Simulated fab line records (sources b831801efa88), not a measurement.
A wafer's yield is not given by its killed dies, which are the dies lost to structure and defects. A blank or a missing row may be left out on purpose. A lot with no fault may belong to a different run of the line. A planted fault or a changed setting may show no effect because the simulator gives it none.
Comparing a struck lot with a sound one	flow gf180mcu	14 out of 602 route steps
Sound: the wafers L747.2, L747.4, L747.5. Wafers L757.2, L757.5, L757.6 were the ones struck. The cause is named last.
At each step with rows: each side's tool, then ch and its chambers, then its first start. Under that, the readings that differ: sound wafers	struck wafers	difference of the means	sigmas: that difference in standard deviations of wafers without a fault.
alike: a reading whose means differ by less than 2 such deviations, as well as words and numbers matching on both sides. not compared: withheld readings; readings where some wafer has no value; bounds like >300 that might hide an equal value; numbers whose values overlap and for which the record gives no deviation.
A row with sigmas, a row that says differs or no value, or rows on one side alone: a step with any of these is where the two part. Numbers that have no deviation but don't overlap get no sigmas and don't part them. A reading missing from all wafers of one side parts the sides only when that side holds two or more wafers.

GF_MIM_THK_MEAS_06:
  sound: film-metro-03 at day 24 06:01; struck: film-metro-03 at day 27 23:23
  alike: MIM_CVD_05_THK
GF_MIM_SPUTTER_07: material TiN, target thk 60 nm, time 50 s.
  sound: pvd-sputter-01 at day 24 06:04; struck: pvd-sputter-04 at day 27 23:26
  alike: throttle-valve-pct
GF_MIM_SPUTTER_08: material AlCu, target thk 200 nm, time 10.6 s.
  sound: pvd-sputter-01 at day 24 06:07; struck: pvd-sputter-04 at day 27 23:28
  alike: throttle-valve-pct
GF_MIM_SPUTTER_09: material TiN, target thk 35 nm, time 29.2 s.
  sound: pvd-sputter-01 at day 24 06:08; struck: pvd-sputter-04 at day 27 23:30
  alike: throttle-valve-pct
GF_MIM_RS_MEAS_10: the measuring method here is four-point-probe.
  sound: film-metro-02 at day 24 06:11; struck: film-metro-01 at day 27 23:33
  alike: MIM_ALCU_RS
GF_MIM_THK_MEAS_11: measures by xrf.
  sound: film-metro-02 at day 24 06:18; struck: film-metro-01 at day 27 23:40
  alike: MIM_ALCU_THK
then, 6 steps without rows for these wafers: GF_MIM_DEHYDRATE_12 (time 60 s); GF_MIM_HMDS_13 (prime time 60 s); GF_MIM_COAT_14 (resist thk 1000 nm); GF_MIM_SOFTBAKE_15 (time 60 s); GF_MIM_EXPOSE_16 (exposes mask FuseTop, target cd 2000 nm); GF_MIM_PEB_17.
GF_MIM_DEVELOP_18: develop time 60 s.
  struck on litho-track-02, day 28 18:43; sound on litho-track-02 ch 0, day 25 04:40
  no value came back on the struck wafers for chill-plate-temp-C (C), develop-time-s (s); on the sound wafers chill-plate-temp-C (C) reads 23.03 23.00 22.79
GF_MIM_METAL_ETCH_19: etches the open film in Cl2/BCl3, stops on Si3N4, target depth 324.5 nm, time 54.1 s.
  sound on rie-metal-04 ch 0,1, day 25 04:48; struck on rie-metal-01 ch 0,1, day 28 18:51
  alike: drypump-motor-current-A, oes-product-au, throttle-valve-pct
  not compared: rf-hours-counter-h

WHERE THEY PART
GF_MIM_DEVELOP_18 only, going by this record. Later steps at which nothing parts them and some readings are alike: GF_MIM_METAL_ETCH_19.

WHY: the cause the simulator had injected
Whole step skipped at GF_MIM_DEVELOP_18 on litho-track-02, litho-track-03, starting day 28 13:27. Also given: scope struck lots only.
